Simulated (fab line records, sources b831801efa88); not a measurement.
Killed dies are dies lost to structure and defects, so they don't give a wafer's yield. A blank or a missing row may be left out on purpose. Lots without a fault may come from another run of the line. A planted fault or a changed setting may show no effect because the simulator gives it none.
Which tool did it? | flow sky130 | 13 lots, 39 wafers sampled, at 6 steps of a route of 708

WHAT THE GAUGES READ, wafer by wafer
SKY_FIELD_ISO_THK_MEAS_02.
lot  | measured    | on            | FIELD_ISO_OXIDATION_00_THK (nm)
L201 | day 1 11:38 | film_metro-04 | 12.39 12.19 12.33
L202 | day 1 16:58 | film_metro-03 | 11.48 11.32 11.37
L203 | day 1 21:38 | film_metro-01 | 12.03 12.04 11.95
L204 | day 2 03:19 | film_metro-01 | 11.99 11.99 11.86
L205 | day 2 08:46 | film_metro-03 | 12.02 11.90 12.03
L207 | day 2 18:25 | film_metro-01 | 12.38 12.31 12.09
L208 | day 2 22:53 | film_metro-01 | 12.23 12.15 12.22
L209 | day 3 04:14 | film_metro-03 | 11.63 11.61 11.72
L210 | day 3 08:49 | film_metro-03 | 11.95 11.89 12.03
L211 | day 3 13:38 | film_metro-04 | 12.39 12.23 12.50
L216 | day 4 17:17 | film_metro-04 | 11.76 11.55 11.84
L222 | day 5 20:39 | film_metro-01 | 11.86 11.53 11.52
L223 | day 6 02:29 | film_metro-03 | 12.11 12.12 11.84

SKY_NWELL_TW_MEAS_26.
lot  | measured     | on            | NWELL_2_TW
L201 | day 5 10:21  | film_metro-02 | 493.1 496.2 496.0
L202 | day 5 14:49  | film_metro-03 | 492.1 492.1 493.8
L203 | day 5 18:08  | film_metro-03 | 494.0 489.0 490.2
L204 | day 6 00:20  | film_metro-03 | 489.7 495.1 492.9
L205 | day 6 07:41  | film_metro-02 | 492.8 493.9 492.8
L207 | day 6 17:49  | film_metro-02 | 494.6 491.2 492.8
L208 | day 6 23:43  | film_metro-04 | 495.7 494.8 498.0
L209 | day 7 07:08  | film_metro-03 | 492.7 492.2 493.1
L210 | day 7 18:07  | film_metro-04 | 492.5 490.3 491.2
L211 | day 8 05:26  | film_metro-03 | 493.8 497.4 492.9
L216 | day 9 07:53  | film_metro-03 | 30.2 29.9 30.1
L222 | day 10 15:08 | film_metro-02 | 496.9 494.4 495.6
L223 | day 10 23:09 | film_metro-04 | 493.4 493.0 492.7

SKY_VT_ADJUST_LVTN_TW_MEAS_21.
lot  | measured     | on            | VT_ADJUST_LVTN_2_TW
L201 | day 7 19:44  | film_metro-02 | 187.4 188.0 189.3
L202 | day 8 01:44  | film_metro-02 | 188.4 189.1 189.2
L203 | day 8 03:35  | film_metro-03 | 188.7 188.9 189.1
L204 | day 8 12:38  | film_metro-02 | 187.7 186.9 187.2
L205 | day 8 20:20  | film_metro-01 | 186.7 187.5 187.0
L207 | day 9 06:55  | film_metro-03 | 187.7 188.7 189.2
L208 | day 9 15:10  | film_metro-02 | 188.3 188.2 188.3
L209 | day 9 22:31  | film_metro-01 | 186.2 185.8 184.7
L210 | day 10 11:00 | film_metro-01 | 185.0 185.5 185.3
L211 | day 11 01:05 | film_metro-01 | 186.6 186.5 186.1
L216 | day 12 06:07 | film_metro-02 | 188.1 188.2 188.3
L222 | day 13 17:06 | film_metro-02 | 188.3 188.6 188.4
L223 | day 14 02:28 | film_metro-02 | 188.2 189.0 188.1

WHICH TOOL RAN EACH LOT (tool, then ch and the chambers of the sampled wafers, then the start)
lot  | SKY_DNWELL_STRIP_08                 | SKY_NWELL_STRIP_14                   | SKY_NWELL_STRIP_25
L201 | plasma_asher-01 ch 0,1, day 3 06:47 | plasma_asher-02 ch 0,1, day 4 17:25  | plasma_asher-01 ch 0,1, day 5 10:15
L202 | plasma_asher-01 ch 0,1, day 3 12:12 | plasma_asher-03 ch 0,1, day 4 21:58  | plasma_asher-01 ch 0,1, day 5 14:42
L203 | plasma_asher-03 ch 0,1, day 3 14:51 | plasma_asher-02 ch 0, day 5 00:19    | plasma_asher-01 ch 0,1, day 5 18:01
L204 | plasma_asher-01 ch 0,1, day 3 19:38 | plasma_asher-02 ch 0,1, day 5 05:24  | plasma_asher-01 ch 0, day 6 00:13
L205 | plasma_asher-04 ch 0,1, day 4 02:24 | plasma_asher-01 ch 0,1, day 5 12:58  | plasma_asher-03 ch 0,1, day 6 07:34
L207 | plasma_asher-01 ch 0,1, day 4 11:35 | plasma_asher-03 ch 0,1, day 5 22:42  | plasma_asher-03 ch 0,1, day 6 17:43
L208 | plasma_asher-01 ch 0,1, day 4 17:02 | plasma_asher-01 ch 0,1, day 6 04:17  | plasma_asher-01 ch 0,1, day 6 23:37
L209 | plasma_asher-03 ch 0,1, day 5 00:11 | plasma_asher-01 ch 1, day 6 11:43    | plasma_asher-01 ch 0,1, day 7 07:02
L210 | plasma_asher-04 ch 0,1, day 5 09:23 | plasma_asher-01 ch 0,1, day 6 22:07  | plasma_asher-01 ch 0,1, day 7 18:02
L211 | plasma_asher-04 ch 0,1, day 5 18:42 | plasma_asher-03 ch 0,1, day 7 08:56  | plasma_asher-02 ch 0,1, day 8 05:19
L216 | plasma_asher-03 ch 0,1, day 6 18:20 | plasma_asher-01 ch 0,1, day 8 10:17  | plasma_asher-02 ch 0,1, day 9 07:47
L222 | plasma_asher-04 ch 0,1, day 7 20:56 | plasma_asher-02 ch 0,1, day 9 16:04  | plasma_asher-03 ch 0,1, day 10 15:03
L223 | plasma_asher-04 ch 0,1, day 8 05:24 | plasma_asher-03 ch 0,1, day 10 00:04 | plasma_asher-03 ch 0,1, day 10 23:02
- SKY_DNWELL_STRIP_08: strips in O2/N2.
- SKY_NWELL_STRIP_14: strips in O2/N2.
- SKY_NWELL_STRIP_25: strips in O2/N2.

WHAT THE TOOLS THEMSELVES READ (means of the sampled wafers that have a number; where no wafer has one, the mark that the record gives instead)
SKY_DNWELL_STRIP_08.
lot  | tool            | drypump_motor_current_A (A) | oes_product_au (a.u.) | strip_time_to_endpoint_s (s)
L201 | plasma_asher-01 | 5.5                         | 0.721                 | 36.77
L202 | plasma_asher-01 | 5.9                         | 0.718                 | 37.02
L203 | plasma_asher-03 | 5.7                         | 0.721                 | 36.90
L204 | plasma_asher-01 | 5.9                         | 0.721                 | 36.90
L205 | plasma_asher-04 | 5.5                         | 0.719                 | 36.99
L207 | plasma_asher-01 | 5.5                         | 0.722                 | 36.89
L208 | plasma_asher-01 | 5.5                         | 0.725                 | 36.90
L209 | plasma_asher-03 | 5.7                         | 0.722                 | 36.93
L210 | plasma_asher-04 | 5.6                         | 0.720                 | 36.87
L211 | plasma_asher-04 | 5.6                         | 0.719                 | 36.79
L216 | plasma_asher-03 | 5.7                         | 0.721                 | 36.90
L222 | plasma_asher-04 | 5.6                         | 0.723                 | 36.93
L223 | plasma_asher-04 | 5.3                         | 0.721                 | 36.94

SKY_NWELL_STRIP_14.
lot  | tool            | drypump_motor_current_A (A) | oes_product_au (a.u.) | strip_time_to_endpoint_s (s)
L201 | plasma_asher-02 | 5.7                         | 0.726                 | 36.85
L202 | plasma_asher-03 | 5.8                         | 0.725                 | 36.86
L203 | plasma_asher-02 | 6.3                         | 0.721                 | 36.82
L204 | plasma_asher-02 | 6.0                         | 0.722                 | 36.79
L205 | plasma_asher-01 | 5.9                         | 0.720                 | 36.76
L207 | plasma_asher-03 | 5.8                         | 0.724                 | 36.99
L208 | plasma_asher-01 | 5.5                         | 0.720                 | 36.93
L209 | plasma_asher-01 | 5.0                         | 0.728                 | 36.88
L210 | plasma_asher-01 | 5.5                         | 0.723                 | 36.86
L211 | plasma_asher-03 | 5.8                         | 0.720                 | 36.96
L216 | plasma_asher-01 | 5.9                         | 0.921                 | -
L222 | plasma_asher-02 | 5.7                         | 0.724                 | 36.68
L223 | plasma_asher-03 | 5.8                         | 0.720                 | 36.83

SKY_NWELL_STRIP_25.
lot  | tool            | drypump_motor_current_A (A) | oes_product_au (a.u.) | strip_time_to_endpoint_s (s)
L201 | plasma_asher-01 | 5.5                         | 0.719                 | 36.78
L202 | plasma_asher-01 | 5.9                         | 0.720                 | 36.92
L203 | plasma_asher-01 | 5.5                         | 0.723                 | 36.95
L204 | plasma_asher-01 | 6.4                         | 0.724                 | 36.83
L205 | plasma_asher-03 | 5.7                         | 0.727                 | 36.87
L207 | plasma_asher-03 | 5.7                         | 0.719                 | 36.90
L208 | plasma_asher-01 | 5.9                         | 0.718                 | 36.84
L209 | plasma_asher-01 | 5.5                         | 0.722                 | 36.98
L210 | plasma_asher-01 | 5.9                         | 0.720                 | 36.93
L211 | plasma_asher-02 | 6.0                         | 0.724                 | 36.99
L216 | plasma_asher-02 | 6.0                         | 0.727                 | 63.05
L222 | plasma_asher-03 | 5.8                         | 0.728                 | 36.79
L223 | plasma_asher-03 | 5.8                         | 0.725                 | 36.89

THE ANSWER, worked out from the rows above alone
Rule: what is usual is taken from the lots themselves. Put in order of their means at a reading, lots are off if they are a third of the lots or fewer, leave a main group of 4 or more, and stand apart from it by a gap of 3 or more times the standard deviation of the main group's means; of several such gaps the widest counts. A main group whose means are all the same, to the digits that the tables above print for the reading, isn't used. A lot without any number at a reading at which 4 lots or more have one is off too. The other lots that the step has rows for count as sound. The gauges are gone through in route order, then the tools' own readings, and for those a lot's mean is taken as printed above. The first step at which some lot is off is used, and at that step the reading that is off furthest; a lot without a number counts as furthest.
Off: L216, at SKY_NWELL_TW_MEAS_26 (NWELL_2_TW). The main group: mean 493.4, standard deviation 1.6.
A tool fits if, at a process step before that reading, it ran every lot that is off, and no sound lot after the first of them. The gauges at SKY_NWELL_TW_MEAS_26 aren't tried: what is off there is off at SKY_NWELL_STRIP_14 too, on other tools, and a gauge's error can't cause that. Can't be told from this: 3 tools fit, plasma_asher-03 at SKY_DNWELL_STRIP_08, plasma_asher-01 at SKY_NWELL_STRIP_14, plasma_asher-02 at SKY_NWELL_STRIP_25.

WHAT THE SIMULATOR HAD PUT IN
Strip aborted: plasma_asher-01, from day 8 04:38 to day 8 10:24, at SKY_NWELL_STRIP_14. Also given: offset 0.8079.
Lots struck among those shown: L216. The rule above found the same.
